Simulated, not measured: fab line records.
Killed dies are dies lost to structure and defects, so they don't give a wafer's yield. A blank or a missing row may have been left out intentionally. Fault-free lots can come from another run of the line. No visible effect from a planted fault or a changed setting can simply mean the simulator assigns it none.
Matching of chambers -- flow sky130 -- SKY_VIA1_CMP_02 on cmp-02 has 4 sister chambers
The step polishes SiO2. 36 wafers are shown with their chamber, then 12 later ones without.

EACH WAFER AND ITS CHAMBER
wafer,chamber,motor_current_A (A),head_pressure_psi (psi),retaining_ring_pressure_frac
L074.1,3,11.5,3.990,0.997
L074.3,2,9.8,4.015,1.001
L074.5,2,9.8,3.995,1.000
L075.4,1,11.9,4.004,1.003
L075.5,3,11.4,4.006,0.996
L075.6,0,12.5,4.002,1.001
L079.3,3,11.5,4.011,1.002
L079.4,2,9.5,4.026,0.997
L079.6,2,10.3,4.002,0.998
L081.1,3,11.1,3.993,1.005
L081.5,3,11.0,3.998,1.012
L081.6,0,13.8,3.989,0.992
L084.3,2,10.0,4.002,0.995
L084.5,0,12.8,3.995,0.996
L084.6,1,11.3,3.997,0.996
L083.1,1,12.0,3.989,0.994
L083.3,0,12.5,4.001,1.003
L083.5,3,11.4,4.003,0.996
L086.1,2,9.9,3.994,0.994
L086.3,1,11.8,4.007,0.995
L086.4,0,14.1,4.001,0.993
L087.3,0,13.2,3.988,1.004
L087.4,2,10.0,3.986,1.007
L087.6,0,13.4,4.003,1.002
L090.3,3,11.7,4.013,0.995
L090.5,0,12.8,4.001,0.997
L090.6,3,11.7,4.011,0.997
L091.2,2,10.3,4.006,1.002
L091.4,1,11.2,3.999,0.999
L091.5,3,11.3,3.996,0.990
L089.2,0,13.6,4.000,0.997
L089.4,3,11.1,4.007,0.999
L089.5,0,13.7,3.999,1.000
L092.4,3,11.0,3.990,1.002
L092.5,2,9.6,3.997,0.998
L092.6,3,11.4,3.997,1.001

SIGNATURES (means of the wafers above)
reading,chamber 0,chamber 1,chamber 2,chamber 3,scatter within a chamber
motor_current_A,13.240,11.640,9.911,11.342,0.384
head_pressure_psi,3.99790,3.99920,4.00256,4.00125,0.00861
retaining_ring_pressure_frac,0.99850,0.99740,0.99911,0.99933,0.00461
Rule: distance of a wafer from a chamber = root of the sum over the readings of ((wafer's reading minus chamber's mean) / reading's scatter) squared. The wafer belongs to the nearest chamber; if the next one is less than 2 further off, it can't be placed. The scatter: the root of (the sum of the squares of (reading less its chamber's mean) over the shown wafers, divided by (wafers less chambers)).

WAFERS WITH NO CHAMBER GIVEN
wafer,motor_current_A (A),head_pressure_psi (psi),retaining_ring_pressure_frac
L093.1,10.7,3.995,0.999
L093.5,11.9,4.002,1.000
L093.6,13.3,4.009,0.999
L094.3,9.6,4.009,1.002
L094.4,13.1,4.008,1.001
L094.5,9.8,4.000,1.011
L095.1,13.7,4.009,0.995
L095.3,10.2,4.008,1.007
L095.6,11.0,4.006,0.995
L097.1,13.4,4.008,0.998
L097.2,11.8,4.010,1.005
L097.3,11.2,3.988,1.001

WHICH CHAMBER EACH ONE RAN IN
wafer,from the rows above,in truth
L093.1,can't be placed: 3 or 2 or 1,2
L093.5,can't be placed: 1 or 3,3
L093.6,0,0
L094.3,2,2
L094.4,0,0
L094.5,2,2
L095.1,0,0
L095.3,can't be placed: 2 or 3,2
L095.6,can't be placed: 3 or 1 or 2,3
L097.1,0,0
L097.2,can't be placed: 3 or 1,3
L097.3,can't be placed: 3 or 1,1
Correct placement for 6 of the 12. Cannot be placed on the basis of these rows: 6; the candidates contain the true chamber in 6. Wrongly placed: 0.
